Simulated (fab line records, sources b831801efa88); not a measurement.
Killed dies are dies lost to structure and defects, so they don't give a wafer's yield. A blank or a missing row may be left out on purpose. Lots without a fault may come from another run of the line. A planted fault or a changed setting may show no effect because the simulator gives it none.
Which tool did it? | flow sky130 | 12 lots, 36 wafers sampled, at 1 step of a route of 708

WHAT THE GAUGES READ, wafer by wafer
SKY_SD_N_RS_MEAS_18: measures by four-point-probe.
lot  | measured     | on            | RES_XHIGH_RS (ohm/sq)
L859 | day 28 00:50 | film_metro-01 | 331.2 331.2 332.9
L861 | day 28 23:59 | film_metro-04 | 333.1 333.5 333.3
L862 | day 29 08:53 | film_metro-01 | 334.8 334.2 334.0
L864 | day 29 18:25 | film_metro-01 | 332.2 331.7 332.1
L863 | day 29 21:55 | film_metro-04 | 331.6 331.9 332.2
L865 | day 30 08:45 | film_metro-01 | 331.2 332.2 333.1
L874 | day 34 06:28 | film_metro-04 | 336.5 333.8 335.3
L875 | day 34 11:41 | film_metro-03 | 332.4 331.4 333.7
L877 | day 34 20:17 | film_metro-04 | 335.0 334.8 334.4
L878 | day 34 20:56 | film_metro-04 | 332.4 331.7 332.9
L879 | day 35 07:52 | film_metro-01 | 334.0 333.6 334.3
L880 | day 35 13:56 | film_metro-04 | 334.9 335.1 334.0

WHICH TOOL RAN EACH LOT (tool, then ch and the chambers of the sampled wafers, then the start)
The record holds no process step before these readings.

WHAT THE TOOLS THEMSELVES READ (means of the sampled wafers that have a number; where no wafer has one, the mark that the record gives instead)
The record holds no such reading with a usual standard deviation.

THE ANSWER, worked out from the rows above alone
Rule: what is usual is taken from the lots themselves. Put in order of their means at a reading, lots are off if they are a third of the lots or fewer, leave a main group of 4 or more, and stand apart from it by a gap of 3 or more times the standard deviation of the main group's means; of several such gaps the widest counts. A main group whose means are all the same, to the digits that the tables above print for the reading, isn't used. A lot without any number at a reading at which 4 lots or more have one is off too. The other lots that the step has rows for count as sound. The gauges are gone through in route order, then the tools' own readings, and for those a lot's mean is taken as printed above. The first step at which some lot is off is used, and at that step the reading that is off furthest; a lot without a number counts as furthest.
No lot is off at any reading shown: from this, nothing can be told.

WHAT THE SIMULATOR HAD PUT IN
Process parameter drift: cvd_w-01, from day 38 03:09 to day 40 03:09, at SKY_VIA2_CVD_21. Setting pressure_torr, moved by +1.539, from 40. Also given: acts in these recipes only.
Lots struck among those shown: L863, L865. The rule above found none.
